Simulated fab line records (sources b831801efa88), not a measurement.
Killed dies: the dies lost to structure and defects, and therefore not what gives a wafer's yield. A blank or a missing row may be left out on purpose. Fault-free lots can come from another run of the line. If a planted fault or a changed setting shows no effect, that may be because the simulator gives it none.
Which tool is to blame?    flow sky130    12 lots with 36 wafers sampled at 6 steps, on a route of 708 steps

WHAT EACH GAUGE READ, for each wafer
SKY_LDD_P_OVL_MEAS_08. Usual: LDD_P_OVL gives 0.4 nm (standard deviation 1.3).
lot   measured      on          LDD_P_OVL (nm)  flag
L331  day 19 02:49  overlay-02  2.5 -0.5 0.5    
L332  day 19 12:46  overlay-02  0.1 -0.6 0.5    
L333  day 20 01:40  overlay-01  0.9 0.1 1.2     
L335  day 20 13:36  overlay-01  1.7 2.3 2.7     
L337  day 21 16:40  overlay-01  -0.2 -0.3 0.9   
L338  day 22 04:25  overlay-01  0.9 0.2 0.7     
L344  day 24 03:08  overlay-01  -0.3 -0.3 -2.5  
L346  day 24 23:46  overlay-02  -1.3 -2.1 0.4   
L349  day 25 15:28  overlay-01  1.0 2.3 0.7     
L351  day 26 07:09  overlay-01  -1.4 1.1 -0.4   
L353  day 27 12:49  overlay-02  -1.2 -2.5 -1.7  
L354  day 27 22:34  overlay-01  0.8 1.7 1.2     

SKY_SPACER_THK_MEAS_01. Usual: SPACER_CVD_00_THK gives 43.2 nm (standard deviation 0.42).
lot   measured      on             SPACER_CVD_00_THK (nm)  flag
L331  day 23 01:09  film_metro-03  43.0 43.0 43.4          
L332  day 23 10:58  film_metro-04  43.1 43.4 43.6          
L333  day 24 01:08  film_metro-04  43.3 43.7 43.4          
L335  day 24 12:05  film_metro-03  43.6 43.6 43.6          
L337  day 25 14:02  film_metro-04  42.5 43.1 43.0          
L338  day 26 02:34  film_metro-04  43.2 43.2 43.3          
L344  day 27 21:58  film_metro-03  43.0 43.1 43.1          
L346  day 28 19:08  film_metro-04  42.6 43.1 42.6          
L349  day 29 08:16  film_metro-01  43.2 43.6 43.4          
L351  day 30 02:50  film_metro-04  42.4 42.8 42.6          
L353  day 31 05:31  film_metro-04  43.0 43.0 43.7          
L354  day 31 14:06  film_metro-04  42.9 42.5 43.0          

SKY_SD_N_RS_MEAS_16: a four-point-probe measurement. Usual: SD_N_RS gives 68.47 ohm/sq (standard deviation 0.1).
lot   measured      on             SD_N_RS (ohm/sq)   flag
L331  day 28 00:26  film_metro-02  68.46 68.59 68.52  
L332  day 28 09:38  film_metro-01  68.24 68.34 68.35  
L333  day 28 23:28  film_metro-01  68.46 68.59 68.73  
L335  day 29 09:13  film_metro-02  68.49 68.28 68.56  
L337  day 30 10:16  film_metro-02  68.25 68.43 68.43  
L338  day 30 21:52  film_metro-02  68.55 68.41 68.45  
L344  day 32 15:59  film_metro-01  64.40 64.31 64.62  OFF
L346  day 33 10:43  film_metro-01  64.58 64.46 64.35  OFF
L349  day 33 22:04  film_metro-02  68.36 68.40 68.34  
L351  day 34 15:40  film_metro-03  68.43 68.41 68.36  
L353  day 35 17:12  film_metro-02  68.39 68.43 68.53  
L354  day 36 01:08  film_metro-01  68.44 68.54 68.60  

SKY_SD_N_RS_MEAS_17: a four-point-probe measurement. Usual: SD_P_RS gives 147.0 ohm/sq (standard deviation 0.33).
lot   measured      on             SD_P_RS (ohm/sq)   flag
L331  day 28 00:33  film_metro-02  146.7 146.7 146.7  
L332  day 28 09:45  film_metro-01  146.9 147.0 146.8  
L333  day 28 23:35  film_metro-01  147.5 147.3 147.1  
L335  day 29 09:20  film_metro-02  147.0 147.1 147.0  
L337  day 30 10:23  film_metro-02  146.8 146.5 146.4  
L338  day 30 21:59  film_metro-02  147.1 146.9 146.9  
L344  day 32 16:06  film_metro-01  127.8 127.2 127.9  OFF
L346  day 33 10:50  film_metro-01  128.5 127.8 127.8  OFF
L349  day 33 22:11  film_metro-02  146.6 146.4 147.1  
L351  day 34 15:47  film_metro-03  147.0 146.6 146.9  
L353  day 35 17:19  film_metro-02  146.9 146.6 146.4  
L354  day 36 01:16  film_metro-01  146.6 146.6 147.0  

EACH LOT AND THE TOOL THAT RAN IT (in order: tool; ch and the chambers of the sampled wafers; start)
lot   SKY_POLY_CUT_STRIP_12                 SKY_SD_N_RTA_14
L331  plasma_asher-03 ch 0,1, day 24 07:43  rtp_anneal-01 ch 0, day 28 00:16
L332  plasma_asher-03 ch 0, day 24 16:41    rtp_anneal-02 ch 0, day 28 09:28
L333  plasma_asher-01 ch 0,1, day 25 07:31  rtp_anneal-01 ch 0, day 28 23:17
L335  plasma_asher-02 ch 0,1, day 25 17:55  rtp_anneal-01 ch 0, day 29 09:02
L337  plasma_asher-01 ch 0,1, day 26 19:28  rtp_anneal-01 ch 0, day 30 10:05
L338  plasma_asher-03 ch 0, day 27 08:05    rtp_anneal-02 ch 0, day 30 21:42
L344  plasma_asher-02 ch 0,1, day 29 03:01  rtp_anneal-02 ch 0, day 32 15:46
L346  plasma_asher-01 ch 0,1, day 29 23:43  rtp_anneal-02 ch 0, day 33 10:29
L349  plasma_asher-03 ch 0,1, day 30 12:40  rtp_anneal-01 ch 0, day 33 21:53
L351  plasma_asher-02 ch 0,1, day 31 06:22  rtp_anneal-01 ch 0, day 34 15:30
L353  plasma_asher-02 ch 0,1, day 32 09:19  rtp_anneal-01 ch 0, day 35 17:01
L354  plasma_asher-02 ch 0,1, day 32 17:10  rtp_anneal-02 ch 0, day 36 00:56
- SKY_POLY_CUT_STRIP_12: strips in O2/N2.
- SKY_SD_N_RTA_14: time 2 s.

WHAT THE TOOLS THEMSELVES READ (means of the sampled wafers that have a number; where no wafer has one, the mark that the record gives instead)
SKY_POLY_CUT_STRIP_12. Usual: drypump_motor_current_A 5.98 A, standard deviation 0.28; n2_flow_sccm 300.0 sccm, standard deviation 0.9; oes_product_au 0.452 a.u., standard deviation 0.0049; strip_time_to_endpoint_s 5.366 s, standard deviation 0.02.
lot   tool             drypump_motor_current_A (A)  n2_flow_sccm (sccm)  oes_product_au (a.u.)  strip_time_to_endpoint_s (s)  flag
L331  plasma_asher-03  5.86                         299.6                0.458                  5.397                         
L332  plasma_asher-03  5.71                         300.6                0.453                  5.370                         
L333  plasma_asher-01  5.70                         299.6                0.455                  5.377                         
L335  plasma_asher-02  6.17                         299.4                0.458                  5.388                         
L337  plasma_asher-01  5.69                         299.9                0.451                  5.381                         
L338  plasma_asher-03  5.71                         299.9                0.453                  5.377                         
L344  plasma_asher-02  6.15                         299.7                0.448                  5.363                         
L346  plasma_asher-01  5.59                         300.7                0.449                  5.344                         
L349  plasma_asher-03  6.01                         301.0                0.452                  5.369                         
L351  plasma_asher-02  6.17                         299.9                0.454                  5.339                         
L353  plasma_asher-02  6.18                         300.1                0.451                  5.343                         
L354  plasma_asher-02  6.14                         300.0                0.450                  5.368                         

SKY_SD_N_RTA_14. Usual: lamp_power_pct 15.74 %, standard deviation 0.053; wafer_temp_C_max 1078.0, standard deviation 1.3.
lot   tool           lamp_power_pct (%)  wafer_temp_C_max  flag
L331  rtp_anneal-01  15.78               1078.8            
L332  rtp_anneal-02  15.83               1077.6            
L333  rtp_anneal-01  15.76               1077.4            
L335  rtp_anneal-01  15.71               1077.8            
L337  rtp_anneal-01  15.67               1078.6            
L338  rtp_anneal-02  15.73               1077.3            
L344  rtp_anneal-02  16.37               1099.1            OFF
L346  rtp_anneal-02  16.39               1100.4            OFF
L349  rtp_anneal-01  15.73               1077.2            
L351  rtp_anneal-01  15.75               1079.4            
L353  rtp_anneal-01  15.70               1078.0            
L354  rtp_anneal-02  15.77               1077.5            

THE ANSWER, worked out from the rows above alone
Rule: a lot is off if the mean of its wafers that have a number lies more than 3 standard deviations from the usual mean. Also off: a lot with no number at a reading for which 4 or more lots have one. All remaining lots with rows at the step are treated as sound. After the gauges, taken in route order, come the tools' own readings; for these a lot's mean is taken, as printed above. At the first step where some lot is off, the reading lying furthest off is the one used; lots without a number count as furthest.
Off: at SKY_SD_N_RS_MEAS_16 (SD_N_RS), L344, L346.
If a tool, at a process step before that reading, ran all the lots that are off and no sound lot after the first of them, it fits. The gauges at SKY_SD_N_RS_MEAS_16 aren't tried: what is off there is off at SKY_SD_N_RTA_14 too, on other tools, and a gauge's error can't cause that. Not one of the candidates tried fits.

WHAT HAD BEEN PUT IN BY THE SIMULATOR
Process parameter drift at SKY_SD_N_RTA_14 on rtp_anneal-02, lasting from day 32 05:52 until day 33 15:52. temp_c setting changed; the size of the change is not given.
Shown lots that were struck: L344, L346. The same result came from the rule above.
